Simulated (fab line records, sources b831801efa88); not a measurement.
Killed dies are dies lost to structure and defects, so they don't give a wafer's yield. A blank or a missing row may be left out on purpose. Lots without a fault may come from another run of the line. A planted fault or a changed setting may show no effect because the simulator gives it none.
Which tool did it? | flow gf180mcu | 10 lots, 30 wafers sampled, at 6 steps of a route of 602

WHAT THE GAUGES READ, wafer by wafer
GF_MIM_RS_MEAS_10: measures by four-point-probe.
lot  | measured     | on            | MIM_ALCU_RS (ohm/sq)
L109 | day 24 17:45 | film_metro-01 | 0.1635 0.1613 0.1630
L111 | day 25 02:48 | film_metro-02 | 0.1586 0.1595 0.1592
L113 | day 25 19:25 | film_metro-03 | 0.1613 0.1609 0.1629
L120 | day 28 00:41 | film_metro-01 | 0.1632 0.1642 0.2159
L122 | day 28 20:06 | film_metro-01 | 0.1613 0.2197 0.2162
L124 | day 29 09:53 | film_metro-03 | 0.1625 0.1624 0.1622
L126 | day 29 18:20 | film_metro-03 | 0.1646 0.1630 0.1637
L127 | day 29 23:23 | film_metro-03 | 0.1618 0.1622 0.1598
L130 | day 30 20:11 | film_metro-01 | 0.1621 0.1607 0.1598
L132 | day 31 09:43 | film_metro-03 | 0.1607 0.1606 0.1595

GF_MIM_THK_MEAS_11: measures by xrf.
lot  | measured     | on            | MIM_ALCU_THK (nm)
L109 | day 24 17:51 | film_metro-01 | 194.5 197.4 194.6
L111 | day 25 02:54 | film_metro-02 | 199.7 198.0 198.2
L113 | day 25 19:32 | film_metro-03 | 195.9 196.7 195.0
L120 | day 28 00:49 | film_metro-01 | 194.3 193.3 149.5
L122 | day 28 20:12 | film_metro-01 | 196.7 146.4 148.7
L124 | day 29 10:00 | film_metro-03 | 194.4 194.9 194.4
L126 | day 29 18:28 | film_metro-03 | 191.5 193.8 191.9
L127 | day 29 23:31 | film_metro-03 | 194.3 194.9 198.0
L130 | day 30 20:19 | film_metro-01 | 195.3 195.5 198.7
L132 | day 31 09:49 | film_metro-03 | 198.1 198.4 199.0

GF_M5_OVL_MEAS_08.
lot  | measured     | on         | M5_OVL (nm)
L109 | day 26 12:35 | overlay-01 | 4 1 7
L111 | day 26 20:56 | overlay-01 | 9 11 14
L113 | day 27 12:59 | overlay-02 | 0 6 0
L120 | day 29 16:06 | overlay-02 | 7 11 6
L122 | day 30 10:47 | overlay-02 | -6 5 5
L124 | day 30 22:58 | overlay-02 | 9 12 13
L126 | day 31 07:17 | overlay-01 | 7 2 2
L127 | day 31 11:26 | overlay-02 | 5 -2 -2
L130 | day 32 07:32 | overlay-02 | -2 8 6
L132 | day 32 20:14 | overlay-02 | 1 1 -4

WHICH TOOL RAN EACH LOT (tool, then ch and the chambers of the sampled wafers, then the start)
lot  | GF_MIM_SPUTTER_01            | GF_MIM_SPUTTER_08            | GF_MIM_METAL_ETCH_19
L109 | pvd_sputter-01, day 24 17:24 | pvd_sputter-03, day 24 17:40 | rie_metal-02 ch 0,1, day 25 15:28
L111 | pvd_sputter-01, day 25 02:26 | pvd_sputter-03, day 25 02:42 | rie_metal-03 ch 0,1, day 25 23:56
L113 | pvd_sputter-02, day 25 19:06 | pvd_sputter-01, day 25 19:22 | rie_metal-03 ch 0,1, day 26 15:32
L120 | pvd_sputter-02, day 28 00:23 | pvd_sputter-03, day 28 00:38 | rie_metal-04 ch 0,1, day 28 19:58
L122 | pvd_sputter-01, day 28 19:45 | pvd_sputter-03, day 28 20:01 | rie_metal-04 ch 0,1, day 29 15:04
L124 | pvd_sputter-03, day 29 09:34 | pvd_sputter-01, day 29 09:50 | rie_metal-02 ch 0,1, day 30 04:26
L126 | pvd_sputter-03, day 29 18:02 | pvd_sputter-02, day 29 18:17 | rie_metal-04 ch 0,1, day 30 12:50
L127 | pvd_sputter-03, day 29 23:05 | pvd_sputter-02, day 29 23:20 | rie_metal-03 ch 0,1, day 30 18:02
L130 | pvd_sputter-03, day 30 19:53 | pvd_sputter-01, day 30 20:08 | rie_metal-02 ch 0, day 31 14:19
L132 | pvd_sputter-01, day 31 09:22 | pvd_sputter-03, day 31 09:37 | rie_metal-03 ch 0,1, day 32 02:41
- GF_MIM_SPUTTER_01: material TiN, target thk 30 nm, time 25 s.
- GF_MIM_SPUTTER_08: material AlCu, target thk 200 nm, time 10.6 s.
- GF_MIM_METAL_ETCH_19: etches the open film in Cl2/BCl3, stops on Si3N4, target depth 324.5 nm, time 54.1 s.

WHAT THE TOOLS THEMSELVES READ (means of the sampled wafers that have a number; where no wafer has one, the mark that the record gives instead)
GF_MIM_SPUTTER_01.
lot  | tool           | throttle_valve_pct (%)
L109 | pvd_sputter-01 | 29.4
L111 | pvd_sputter-01 | 29.4
L113 | pvd_sputter-02 | 31.1
L120 | pvd_sputter-02 | 30.1
L122 | pvd_sputter-01 | 30.1
L124 | pvd_sputter-03 | 31.4
L126 | pvd_sputter-03 | 29.8
L127 | pvd_sputter-03 | 30.2
L130 | pvd_sputter-03 | 29.9
L132 | pvd_sputter-01 | 30.0

GF_MIM_SPUTTER_08.
lot  | tool           | throttle_valve_pct (%)
L109 | pvd_sputter-03 | 28.7
L111 | pvd_sputter-03 | 29.5
L113 | pvd_sputter-01 | 29.8
L120 | pvd_sputter-03 | 28.9
L122 | pvd_sputter-03 | 30.0
L124 | pvd_sputter-01 | 30.1
L126 | pvd_sputter-02 | 30.7
L127 | pvd_sputter-02 | 31.4
L130 | pvd_sputter-01 | 29.9
L132 | pvd_sputter-03 | 30.7

GF_MIM_METAL_ETCH_19.
lot  | tool         | drypump_motor_current_A (A) | oes_product_au (a.u.) | rf_fwd_power_W (W) | throttle_valve_pct (%)
L109 | rie_metal-02 | 5.70                        | 0.936                 | 793                | 28.290
L111 | rie_metal-03 | 5.53                        | 0.946                 | 790                | 28.277
L113 | rie_metal-03 | 5.60                        | 0.935                 | 789                | 28.285
L120 | rie_metal-04 | 5.67                        | 0.910                 | 793                | 28.319
L122 | rie_metal-04 | 5.92                        | 0.874                 | 793                | 28.363
L124 | rie_metal-02 | 5.72                        | 0.937                 | 792                | 28.287
L126 | rie_metal-04 | 5.68                        | 0.933                 | 792                | 28.291
L127 | rie_metal-03 | 5.60                        | 0.936                 | 791                | 28.286
L130 | rie_metal-02 | 5.66                        | 0.936                 | 794                | 28.287
L132 | rie_metal-03 | 5.56                        | 0.937                 | 791                | 28.289

THE ANSWER, worked out from the rows above alone
Rule: what is usual is taken from the lots themselves. Put in order of their means at a reading, lots are off if they are a third of the lots or fewer, leave a main group of 4 or more, and stand apart from it by a gap of 3 or more times the standard deviation of the main group's means; of several such gaps the widest counts. A main group whose means are all the same, to the digits that the tables above print for the reading, isn't used. A lot without any number at a reading at which 4 lots or more have one is off too. The other lots that the step has rows for count as sound. The gauges are gone through in route order, then the tools' own readings, and for those a lot's mean is taken as printed above. The first step at which some lot is off is used, and at that step the reading that is off furthest; a lot without a number counts as furthest.
Off: L120, L122, at GF_MIM_RS_MEAS_10 (MIM_ALCU_RS). The main group: mean 0.1615 ohm/sq, standard deviation 0.0014.
A tool fits if, at a process step before that reading, it ran every lot that is off, and no sound lot after the first of them. The gauges at GF_MIM_RS_MEAS_10 aren't tried: what is off there is off at GF_MIM_METAL_ETCH_19 too, on other tools, and a gauge's error can't cause that. None of those tried fits.

WHAT THE SIMULATOR HAD PUT IN
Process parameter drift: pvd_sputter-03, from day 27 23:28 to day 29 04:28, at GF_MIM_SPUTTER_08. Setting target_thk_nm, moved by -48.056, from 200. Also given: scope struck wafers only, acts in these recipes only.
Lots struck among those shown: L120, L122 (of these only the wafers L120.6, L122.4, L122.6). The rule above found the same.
